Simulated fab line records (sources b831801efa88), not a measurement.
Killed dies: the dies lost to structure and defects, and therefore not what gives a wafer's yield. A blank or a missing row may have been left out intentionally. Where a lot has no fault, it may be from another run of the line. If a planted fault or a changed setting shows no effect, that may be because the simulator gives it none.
Problem report, 8D (eight disciplines) form, completed by code | flow gf180mcu | the parts of the form that need people (team, actions taken, sign-off) are left out

== 1. THE PROBLEM ==
Mean of cd_nm at GF_M1_CD_MEAS_14: 219.9 nm across 3 wafers in 2 lots; on wafers with no fault it is 229.9 nm (standard deviation 1.1). Measured from the usual mean, that is -9.1 standard deviations.
The step: target cd 230 nm.
First seen on wafer L771.6, day 20 05:58, on cd_sem-02. The record has a number at this step for 35 wafers belonging to 12 lots. The rule behind "out" and "out of limits": a value lying over 4 standard deviations away from the usual mean. The other wafers with a number count as sound.

== 2. WHAT THIS IS AND IS NOT ==
question                    | is                     | is not
which readings at this step | cd_nm                  | -
which lots                  | L770, L771             | L764, L766, L767, L779, L780, L781, L782, L783, L785, L786
which wafers of those lots  | L770.1, L770.6, L771.6 | L771.2, L771.5
read on which gauges        | cd_sem-01, cd_sem-02   | -
when                        | from day 20 05:58      | up to then (11 sound wafers); but 21 sound wafers of L779, L780, L781, L782, L783, L785, L786 came after

== 3. WHAT RULES OUT EACH SUSPECT ==
Counting: if a tool at a process step up to the reading ran every lot that is out, it stays a suspect. Sound lots after the first of them don't rule it out here, since some wafers of a struck lot are sound.
- the gauge at GF_M1_CD_MEAS_14 is ruled out. Those wafers that are out were read across 2 gauges (cd_sem-01, cd_sem-02).
- krf_scanner-02 at GF_M1_EXPOSE_11 (exposes mask Metal1, target cd 230 nm): kept. Every lot that is out went through it, the first being L771 (day 19 18:07); the last sound lot it ran before that was L767 (day 17 23:52).
The count leaves krf_scanner-02 at GF_M1_EXPOSE_11.

== 4. THE CAUSE (what the simulator had put in) ==
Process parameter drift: krf_scanner-02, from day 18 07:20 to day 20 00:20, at GF_M1_EXPOSE_11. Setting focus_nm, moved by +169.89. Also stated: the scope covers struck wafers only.
Only this tool survived the counting.

== 5. THE EFFECT CHAIN, in route order ==
Each row: a reading where the mean over the struck wafers with a number is more than 3 standard deviations away from the usual. Only readings whose record carries a usual standard deviation are examined. hours: median over the lots of the time between each lot's start at the first step of this table that gives one and its start at this step. sigmas: the change, counted in usual standard deviations.
hours | step             | reading | usual    | on struck wafers | change | sigmas
0     | GF_M1_CD_MEAS_14 | cd_nm   | 229.9 nm | 219.9            | -10.0  | -9.1

== 6. HOW IT WOULD HAVE BEEN CAUGHT EARLIER ==
47 hours passed between the start of the fault at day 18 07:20 and the first reading out of limits at a measuring or inspecting step in this record, taken at day 20 05:58.
No tool reading at GF_M1_EXPOSE_11 that has a usual standard deviation in the record was out on any struck wafer, so an alarm limit of 4 standard deviations on those readings would not have fired.
By day 20 05:58, every lot that is out (2) had started GF_M1_EXPOSE_11 on krf_scanner-02. None of them would have been spared by holding the tool at that moment.
